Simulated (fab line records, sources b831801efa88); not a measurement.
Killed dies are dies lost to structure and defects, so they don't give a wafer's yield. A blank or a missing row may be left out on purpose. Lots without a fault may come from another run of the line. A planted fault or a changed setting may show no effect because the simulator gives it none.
Chamber matching | flow sky130 | SKY_POLY_GATE_ETCH_15 on rie_diel-04: 4 sister chambers
The step etches BARC in N2/H2, stops on SiO2, time 118.5 s, target depth 110 nm. 4 wafers are shown with their chamber, then 7 later ones without.

WAFERS WITH THEIR CHAMBER
wafer  | chamber | drypump_motor_current_A (A)
L840.1 | 3       | 6.2
L840.5 | 1       | 5.7
L843.1 | 0       | 5.1
L843.2 | 2       | 6.3

WAFERS WITHOUT THEIR CHAMBER
wafer  | drypump_motor_current_A (A)
L843.3 | 5.7
L844.1 | 5.1
L844.4 | 6.3
L844.5 | 6.3
L845.2 | 5.7
L845.3 | 6.1
L845.4 | 6.3

WHICH CHAMBER EACH WENT THROUGH
wafer  | from the rows above | in truth
L843.3 | 1                   | 1
L844.1 | 0                   | 0
L844.4 | 2                   | 2
L844.5 | 2                   | 2
L845.2 | 1                   | 1
L845.3 | 3                   | 3
L845.4 | 2                   | 2
Placed correctly: 7 of 7. Can't be placed from these rows: 0. Placed wrongly: 0.
How it was worked out, from the rows above alone: a wafer's distance from a chamber is the root of the sum, over the readings, of the square of ((its reading less the chamber's mean) divided by the reading's scatter). The wafer belongs to the nearest chamber; if the next one is less than 2 further off, it can't be placed. A chamber's mean is the mean of its shown wafers. The scatter: with one shown wafer a chamber, the root of the mean of the squares of how far each hidden wafer lies from its nearest shown one.
